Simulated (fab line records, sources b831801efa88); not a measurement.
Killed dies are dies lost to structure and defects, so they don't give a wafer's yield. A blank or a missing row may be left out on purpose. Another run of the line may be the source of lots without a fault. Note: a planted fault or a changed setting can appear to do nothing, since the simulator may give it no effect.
fab line records	flow sky130
record: lots: 11	wafers: 33	last-day: 50
route steps=708 shown VIA2@522 METAL3@536 VIA3@597 PAD_OPEN@708
lots with no fault: from the same line, run without faults
start-h: hours from the record's opening day to when the first of the lot's shown wafers began	wait-h: time in hours since the lot's previous step	" identical to the entry in the row above	L1.1+2: a single row standing in for several wafers	- no value, or no start was given	* or withheld: withheld	< > ~ a bound
route shown NAME@n: NAME is a module with steps in the file, n the number in the route of the first one	usual: mean/standard deviation taken from wafers without a fault	same: alike in all rows	chamber/n: place in a boat	sites: readings site by site	_std_site: their standard deviation	_edge_site: the outer-site mean with the inner-site mean subtracted	radius-mm: how far each site lies from the wafer's centre	mask NAME#n: copy n	behind: the most recent tool/chamber to have shaped the wafer	hold: what put the lot on hold/how long, in hours/how the hold closed	device: names the non-switching transistor (n, p or np)	end of line: tests of these same wafers at the route's end	a step without rows: its recipe alone	killed: at the first sort, the dies lost to defects and structure; wafer yield is something else	map: a wafer's dies, x killed, . not, _ none there
set.NAME: the setting that was run; set.NAME@STEP: the one run at that earlier step	model.NAME: the simulator's own value behind a step, which no gauge read
steps of the route over a sample of lots; a table a step, a row a wafer
services: from which hour (start-h, from the record's first day; less than 0 if before it) a tool's chamber was out of use, for how many hours, and why
== steps ==
step: SKY_VIA2_ETCH_15
recipe: target: SiO2	chemistry: C4F8/O2/Ar	target-depth-nm: 546	stop-on: TiN	mask-material: KrF-thick	source-w: 1500	bias-w: 1200	pressure-mtorr: 40	c4f8-flow-sccm: withheld	O2_flow_sccm: 6	Ar_flow_sccm: 300	time-s: 84
usual: oes-product-au: 0.939/0.005
same: time-s: 84
lot.wafer	tool	chamber	start-h	wait-h	oes-product-au	rf-hours-counter-h
L759.3	rie-diel-01	2	849.43	0.0	0.938	19
L759.5	"	2	"	"	0.938	-
L759.6	"	3	"	"	0.936	-
L761.2	rie-diel-01	0	904.21	0.0	0.940	2
L761.3	"	1	"	"	0.934	8
L761.6	"	1	"	"	0.935	-
L765.3	rie-diel-03	1	904.56	0.0	0.937	18
L765.4	"	2	"	"	0.938	27
L765.6	"	3	"	"	0.942	-
L764.2	rie-diel-04	0	906.23	0.0	0.934	16
L764.3	"	2	"	"	0.933	3
L764.4	"	1	"	"	0.937	5
L766.2	rie-diel-01	0	909.88	0.0	0.939	2
L766.4	"	3	"	"	0.935	26
L766.5	"	3	"	"	0.940	-
L767.4	rie-diel-03	2	942.26	0.0	0.938	-
L767.5	"	1	"	"	0.938	-
L767.6	"	0	"	"	0.946	-
L768.4	rie-diel-04	0	943.01	0.0	0.936	17
L768.5	"	3	"	"	0.939	-
L768.6	"	0	"	"	0.944	-
L774.1	rie-diel-01	3	962.29	0.0	0.935	27
L774.4	"	1	"	"	0.941	9
L774.5	"	1	"	"	0.926	-
L776.1	rie-diel-04	3	972.23	0.0	0.933	6
L776.4	"	1	"	"	0.937	7
L776.6	"	3	"	"	0.941	-
L778.3	rie-diel-03	1	984.86	0.0	0.945	21
L778.4	"	3	"	"	0.931	16
L778.5	"	2	"	"	0.941	-
L781.1	rie-diel-04	0	1003.76	0.0	0.942	19
L781.3	"	1	"	"	0.935	8
L781.4	"	3	"	"	0.946	7
step: SKY_VIA2_STRIP_16
recipe: chemistry: O2/N2	power-w: 1400	pressure-mtorr: 1500	platen-temp-c: withheld	o2-flow-sccm: 3000	n2-flow-sccm: 300	overash-fraction: 0.5
usual: drypump-motor-current-A: 5.6/0.38	oes-product-au: 0.399/0.0051	strip-time-to-endpoint-s: 4.04/0.04
lot.wafer	tool	chamber	start-h	wait-h	drypump-motor-current-A	oes-product-au	rf-hours-counter-h	strip-time-to-endpoint-s
L759.3	plasma-asher-01	1	849.52	0.1	5.5	0.398	-	4.09
L759.5	"	0	"	"	6.0	0.399	-	4.09
L759.6	"	1	"	"	5.5	0.400	-	4.07
L761.2	plasma-asher-04	1	904.27	0.0	5.2	0.400	47	4.02
L761.3	"	1	"	"	5.2	0.392	-	4.01
L761.6	"	1	"	"	5.2	0.394	-	3.99
L765.3	plasma-asher-01	1	904.65	0.1	5.5	0.393	-	4.01
L765.4	"	0	"	"	5.9	0.395	-	4.04
L765.6	"	1	"	"	5.5	0.389	-	4.09
L764.2	plasma-asher-02	1	906.29	0.0	5.5	0.400	81	4.07
L764.3	"	1	"	"	5.5	0.395	-	4.01
L764.4	"	0	"	"	5.0	0.399	-	4.10
L766.2	plasma-asher-01	1	909.94	0.0	5.5	0.389	105	4.00
L766.4	"	0	"	"	5.9	0.407	-	4.03
L766.5	"	0	"	"	5.9	0.403	-	4.04
L767.4	plasma-asher-01	1	942.32	0.0	5.5	0.401	-	4.10
L767.5	"	1	"	"	5.5	0.398	-	4.03
L767.6	"	0	"	"	5.9	0.402	-	4.02
L768.4	plasma-asher-02	1	943.10	0.1	5.5	0.399	-	4.07
L768.5	"	0	"	"	5.0	0.393	-	4.04
L768.6	"	1	"	"	5.5	0.411	-	4.06
L774.1	plasma-asher-04	0	962.35	0.0	6.2	0.408	53	4.12
L774.4	"	1	"	"	5.2	0.403	-	4.05
L774.5	"	0	"	"	6.2	0.399	-	4.07
L776.1	plasma-asher-04	1	972.29	0.0	5.2	0.392	54	4.05
L776.4	"	0	"	"	6.2	0.398	-	4.12
L776.6	"	1	"	"	5.2	0.398	-	4.03
L778.3	plasma-asher-01	0	984.95	0.1	6.0	0.398	-	3.98
L778.4	"	1	"	"	5.5	0.399	-	4.08
L778.5	"	0	"	"	6.0	0.392	-	4.06
L781.1	plasma-asher-04	1	1003.82	0.0	5.2	0.400	56	4.07
L781.3	"	0	"	"	6.2	0.399	-	4.07
L781.4	"	1	"	"	5.2	0.399	-	4.00
step: SKY_METAL3_SPUTTER_04
recipe: material: TiN	target-thk-nm: 70	power-w: 6500	time-s: 58.3	chamber-pressure-pa: 0.4
usual: throttle-valve-pct: 29.9/1
same: time-s: 58.3
lot.wafer	tool	chamber	start-h	wait-h	throttle-valve-pct
L759.3	pvd-sputter-03	-	851.41	0.0	28.3
L759.5	"	-	"	"	29.5
L759.6	"	-	"	"	28.2
L761.2	pvd-sputter-02	-	905.64	0.0	31.9
L761.3	"	-	"	"	30.8
L761.6	"	-	"	"	31.8
L765.3	pvd-sputter-03	-	905.99	0.0	31.0
L765.4	"	-	"	"	28.9
L765.6	"	-	"	"	29.6
L764.2	pvd-sputter-02	-	907.66	0.0	30.6
L764.3	"	-	"	"	31.8
L764.4	"	-	"	"	30.7
L766.2	pvd-sputter-03	-	911.35	0.0	30.8
L766.4	"	-	"	"	28.3
L766.5	"	-	"	"	29.1
L767.4	pvd-sputter-02	-	943.67	0.0	30.9
L767.5	"	-	"	"	30.9
L767.6	"	-	"	"	29.5
L768.4	pvd-sputter-02	-	944.44	0.0	30.8
L768.5	"	-	"	"	29.6
L768.6	"	-	"	"	31.1
L774.1	pvd-sputter-02	-	964.58	0.0	30.9
L774.4	"	-	"	"	31.7
L774.5	"	-	"	"	31.0
L776.1	pvd-sputter-03	-	973.66	0.0	28.2
L776.4	"	-	"	"	28.9
L776.6	"	-	"	"	29.5
L778.3	pvd-sputter-01	-	986.29	0.0	29.5
L778.4	"	-	"	"	30.7
L778.5	"	-	"	"	28.9
L781.1	pvd-sputter-02	-	1005.76	0.0	31.0
L781.3	"	-	"	"	31.8
L781.4	"	-	"	"	29.3
step: SKY_VIA3_CMP_24
recipe: stop-on: SiO2	t-overpolish-s: 20	down-force-psi: 3.5	platen-rpm: 60	target-thk-nm: 0	pad-velocity-m-s: 0.94248
usual: motor-current-A: 11.2/1.1	overpolish-run-s: 20.000/0.0094	slurry-flow-ml-min: 150.0/0.44	time-to-endpoint-s: 95/4.5
lot.wafer	tool	chamber	start-h	wait-h	motor-current-A	overpolish-run-s	slurry-flow-ml-min	time-to-endpoint-s
L759.3	cmp-01	3	932.69	0.0	9.5	19.989	150.1	92
L759.5	"	3	"	"	10.6	20.002	149.8	94
L759.6	"	0	"	"	11.9	20.003	150.6	97
L761.2	cmp-01	1	982.18	0.1	10.8	20.011	150.3	99
L761.3	"	2	"	"	11.7	20.007	149.2	100
L761.6	"	0	"	"	12.6	20.003	149.7	107
L765.4	cmp-02	3	983.13	0.1	9.3	20.006	149.6	92
L765.3	"	0	"	"	11.1	20.023	149.4	93
L765.6	"	1	"	"	12.2	19.982	150.6	103
L764.4	cmp-02	3	987.59	0.0	8.6	20.001	149.9	87
L764.2	"	1	"	"	12.0	20.019	149.7	99
L764.3	"	2	"	"	11.7	19.985	150.0	94
L766.4	cmp-01	0	987.88	0.1	12.6	20.007	150.3	100
L766.2	"	2	"	"	12.0	20.000	149.5	91
L766.5	"	3	"	"	10.7	20.000	149.9	93
L767.4	cmp-02	1	1018.24	0.0	12.6	19.997	150.4	98
L767.6	"	1	"	"	12.1	20.012	150.2	101
L767.5	"	2	"	"	10.8	20.015	149.5	96
L768.4	cmp-01	1	1019.38	0.0	11.2	20.001	150.3	97
L768.6	"	1	"	"	10.6	19.993	149.9	93
L768.5	"	2	"	"	12.3	20.000	150.3	95
L774.4	cmp-02	2	1039.17	0.7	11.1	0.034	150.3	147
L774.1	"	3	"	"	8.8	0.040	150.0	147
L774.5	"	1	"	"	11.9	0.033	149.7	153
L776.1	cmp-01	3	1046.32	0.1	10.7	19.984	150.6	89
L776.4	"	0	"	"	12.5	19.998	150.3	100
L776.6	"	3	"	"	10.0	19.989	149.7	89
L778.3	cmp-01	2	1058.14	0.1	11.5	20.006	150.6	94
L778.4	"	3	"	"	9.9	20.010	148.7	89
L778.5	"	0	"	"	12.0	19.989	150.0	98
L781.4	cmp-01	3	1075.68	0.0	10.4	19.999	150.1	91
L781.1	"	1	"	"	10.6	20.007	150.4	93
L781.3	"	2	"	"	11.7	19.997	149.5	93
step: SKY_PAD_OPEN_PROBE_99
usual: defect-limited-yield: 82.8/1.9	killed_at_M0_to_M3: 43/7.5	killed_at_M4_up: 2.8/1.8	killed-at-contacts: 24/5.3	killed-at-front-end: 14/4.2	killed-at-other: 0.3/0.54	killed-dies: 84/9.4	killed-on-rim: 16/3.3	killed-open: 46/7.1	killed-short: 38/6.6	sort_bin_3_pad_short: 0.8/0.42	sort_bin_5_function: 10.1/1.4	sort_bin_6_memory: 6.2/1.1	sort-n-pass: 408/9.4	sort-yield-pct: 82.8/1.9
same: gross-dies: 492	killed-at-back-side: 0	sort_bin_4_leakage[%]: 0	sort_bin_8_speed[%]: 0
lot.wafer	tool	chamber	start-h	wait-h	hold	defect-limited-yield[%]	killed_at_M0_to_M3	killed_at_M4_up	killed-at-contacts	killed-at-front-end	killed-at-other	killed-dies	killed-on-rim	killed-open	killed-short	sort_bin_3_pad_short[%]	sort_bin_5_function[%]	sort_bin_6_memory[%]	sort-n-pass	sort-yield-pct[%]
L759.3	prober-02	-	1079.71	0.2	-	81.1	43	3	31	15	1	93	17	52	41	0.6	13.0	5.3	399	81.1
L759.5	prober-02	-	1079.81	0.2	-	83.3	37	5	25	13	2	82	16	50	32	0.6	10.2	5.9	410	83.3
L759.6	prober-02	-	1079.86	0.2	-	78.9	52	3	33	16	0	104	23	55	49	1.0	12.0	8.1	388	78.9
L767.4	prober-02	-	1152.48	0.2	-	81.1	54	1	21	16	1	93	18	43	48	1.2	11.6	6.1	399	81.1
L767.5	prober-02	-	1152.53	0.2	-	81.9	40	3	30	15	1	89	16	47	41	0.6	10.2	7.3	403	81.9
L767.6	prober-02	-	1152.58	0.2	-	82.5	48	2	21	14	1	86	19	45	38	0.6	9.6	7.3	406	82.5
L774.1	prober-01	-	1166.03	0.1	await-dispo/4.2h/scrap	0	454	4	23	11	0	492	96	39	37	85.6	8.9	5.5	0	0
L774.4	prober-01	-	1166.18	0.2	await-dispo/4.2h/scrap	0	465	3	13	11	0	492	96	39	32	85.6	9.3	5.1	0	0
L774.5	prober-01	-	1166.23	0.2	await-dispo/4.2h/scrap	0	450	5	23	14	0	492	96	50	38	83.7	9.3	6.9	0	0
L776.1	prober-01	-	1172.30	0.1	-	85.2	32	2	22	17	0	73	12	40	32	1.4	7.5	5.9	419	85.2
L776.4	prober-01	-	1172.45	0.2	-	87.0	34	2	17	11	0	64	15	34	29	0.2	8.3	4.5	428	87.0
L776.6	prober-01	-	1172.55	0.2	-	81.7	48	1	24	16	1	90	17	43	47	1.2	8.3	8.7	402	81.7
L781.1	prober-01	-	1194.22	0.1	-	81.7	44	4	27	15	0	90	17	50	38	0.8	10.0	7.5	402	81.7
L781.3	prober-01	-	1194.32	0.2	-	82.3	51	3	21	11	1	87	14	58	29	0.2	11.2	6.3	405	82.3
L781.4	prober-01	-	1194.37	0.2	-	87.6	33	4	16	8	0	61	14	34	27	0.6	8.1	3.7	431	87.6
killed by level:class
L759.3 CONTACT:geometric-particle:open=9 METAL2:geometric-particle:short=9 VIA1:geometric-particle:open=9 LI_CONTACT:geometric-particle:open=8 FIELD_ISO:geometric-particle:short=6 LOCAL_INTERCONNECT:geometric-particle:short=6 VIA3:geometric-particle:open=6 CONTACT:geometric-particle:short=5
L759.5 CONTACT:geometric-particle:open=9 LI_CONTACT:geometric-particle:open=8 METAL1:geometric-particle:short=8 VIA3:geometric-particle:open=7 VIA1:geometric-particle:open=7 FIELD_ISO:geometric-particle:open=5 POLY_GATE:geometric-particle:open=4 CONTACT:geometric-particle:short=4
L759.6 VIA1:geometric-particle:open=10 VIA2:geometric-particle:open=10 LI_CONTACT:geometric-particle:open=9 CONTACT:geometric-particle:open=8 LOCAL_INTERCONNECT:geometric-particle:short=7 METAL1:geometric-particle:short=7 POLY_GATE:geometric-particle:open=6 LI_CONTACT:geometric-particle:short=6
L767.4 VIA1:geometric-particle:open=11 VIA2:geometric-particle:open=8 VIA3:geometric-particle:open=8 CONTACT:geometric-particle:open=7 POLY_GATE:geometric-particle:short=6 LOCAL_INTERCONNECT:geometric-particle:short=6 VIA1:geometric-particle:short=6 METAL1:geometric-particle:short=6
L767.5 LI_CONTACT:geometric-particle:open=9 CONTACT:geometric-particle:open=8 CONTACT:geometric-particle:short=7 VIA1:geometric-particle:open=7 METAL2:geometric-particle:short=7 METAL1:geometric-particle:short=5 VIA2:geometric-particle:open=5 FIELD_ISO:geometric-particle:short=4
L767.6 CONTACT:geometric-particle:open=9 METAL1:geometric-particle:short=9 VIA1:geometric-particle:open=9 VIA2:geometric-particle:open=8 METAL2:geometric-particle:short=5 VIA3:geometric-particle:open=5 FIELD_ISO:geometric-particle:short=4 VIA3:geometric-particle:short=4
L774.1 VIA3:area-cmp=415 VIA1:geometric-particle:open=8 CONTACT:geometric-particle:open=8 VIA3:geometric-particle:open=8 LI_CONTACT:geometric-particle:short=5 VIA1:geometric-particle:short=5 POLY_GATE:geometric-particle:short=4 CONTACT:geometric-particle:short=4
L774.4 VIA3:area-cmp=420 VIA3:geometric-particle:open=8 VIA2:geometric-particle:open=6 FIELD_ISO:geometric-particle:open=5 VIA1:geometric-particle:open=5 METAL3:geometric-particle:short=5 CONTACT:geometric-particle:open=4 VIA1:geometric-particle:short=4
L774.5 VIA3:area-cmp=404 LI_CONTACT:geometric-particle:open=9 CONTACT:geometric-particle:open=7 VIA2:geometric-particle:open=7 VIA1:geometric-particle:open=7 VIA1:geometric-particle:short=7 FIELD_ISO:geometric-particle:open=6 VIA3:geometric-particle:open=6
L776.1 CONTACT:geometric-particle:open=10 METAL1:geometric-particle:short=6 LI_CONTACT:geometric-particle:open=5 CONTACT:geometric-particle:short=5 VIA2:geometric-particle:open=5 VIA1:geometric-particle:open=4 POLY_GATE:geometric-particle:short=4 VIA3:geometric-particle:open=4
L776.4 CONTACT:geometric-particle:open=8 METAL1:geometric-particle:short=7 VIA3:geometric-particle:open=6 VIA1:geometric-particle:open=5 LI_CONTACT:geometric-particle:open=4 FIELD_ISO:geometric-particle:open=3 VIA1:geometric-particle:short=3 VIA2:geometric-particle:open=3
L776.6 CONTACT:geometric-particle:open=9 VIA1:geometric-particle:open=8 METAL1:geometric-particle:short=8 VIA2:geometric-particle:open=7 VIA3:geometric-particle:short=7 POLY_GATE:geometric-particle:short=6 LI_CONTACT:geometric-particle:open=6 CONTACT:geometric-particle:short=5
L781.1 CONTACT:geometric-particle:open=8 LI_CONTACT:geometric-particle:open=8 VIA2:geometric-particle:open=8 VIA3:geometric-particle:open=8 METAL1:geometric-particle:short=7 CONTACT:geometric-particle:short=6 VIA1:geometric-particle:open=6 FIELD_ISO:geometric-particle:short=5
L781.3 VIA1:geometric-particle:open=17 VIA2:geometric-particle:open=10 VIA3:geometric-particle:open=9 LI_CONTACT:geometric-particle:open=8 CONTACT:geometric-particle:open=7 METAL2:geometric-particle:short=6 CONTACT:geometric-particle:short=4 VIA2:geometric-particle:short=4
L781.4 VIA1:geometric-particle:open=8 LI_CONTACT:geometric-particle:open=7 METAL1:geometric-particle:short=6 CONTACT:geometric-particle:open=5 VIA1:geometric-particle:short=4 VIA2:geometric-particle:open=4 VIA3:geometric-particle:open=4 POLY_GATE:geometric-particle:open=3
== services ==
tool	chamber	start-h	hours	kind
rie-diel-01	0	846.98	7.5	repair
cmp-02	-	851.21	0.7	repair
rie-diel-01	-	863.21	0.4	repair
pvd-sputter-02	-	877.06	3.1	repair
cmp-01	-	907.13	0.4	repair
cmp-02	-	912.06	4.0	pm
pvd-sputter-03	-	912.29	8.0	repair
plasma-asher-04	-	913.18	3.6	repair
rie-diel-01	-	926.90	15.6	pm
cmp-02	-	961.35	8.5	repair
plasma-asher-01	-	974.02	2.8	pm
plasma-asher-04	-	989.81	3.2	repair
rie-diel-04	0	993.67	7.4	repair
cmp-01	-	998.84	5.9	repair
cmp-01	-	1004.75	5.0	pm
cmp-02	-	1005.76	2.2	repair
cmp-01	-	1010.12	1.9	repair
pvd-sputter-03	-	1031.46	3.3	repair
rie-diel-01	-	1037.52	2.8	pm
cmp-01	-	1037.87	4.7	pm
plasma-asher-04	-	1042.11	15.6	pm
cmp-01	-	1044.21	0.6	repair
plasma-asher-01	-	1055.25	9.0	pm
plasma-asher-01	-	1057.84	0.8	repair
== key ==
first-sign: step: SKY_VIA3_CMP_24	reading: overpolish-run-s	direction: down	sigmas: 99+	usual: 20.000	struck: 0.036
effect: step: SKY_VIA3_CMP_24	reading: time-to-endpoint-s	direction: up	sigmas: 12	usual: *	struck: *
effect: step: SKY_PAD_OPEN_PROBE_99	reading: sort_bin_3_pad_short	direction: up	sigmas: 99+	usual: 0.8	struck: 85.0
more-kills-born-at: SKY_VIA3_CMP_24@cmp-02: 1239
met-at SKY_VIA3_CMP_24
struck-lots L774
later-rows-left-out L774.1,L774.4,L774.5
not-acting-at SKY_VIA2_ETCH_15,SKY_VIA2_STRIP_16,SKY_METAL3_SPUTTER_04
onset-between 1018.24 1039.17
fault: kind: process-parameter-drift	tool: cmp-02	chamber: -	onset-h: 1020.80	steps: SKY_VIA3_CMP_24	channel: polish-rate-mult	offset: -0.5	shape: step
later-rows-left-out: the simulator's readings of these wafers behind a module that went badly wrong aren't trusted and aren't shown, but for the sort
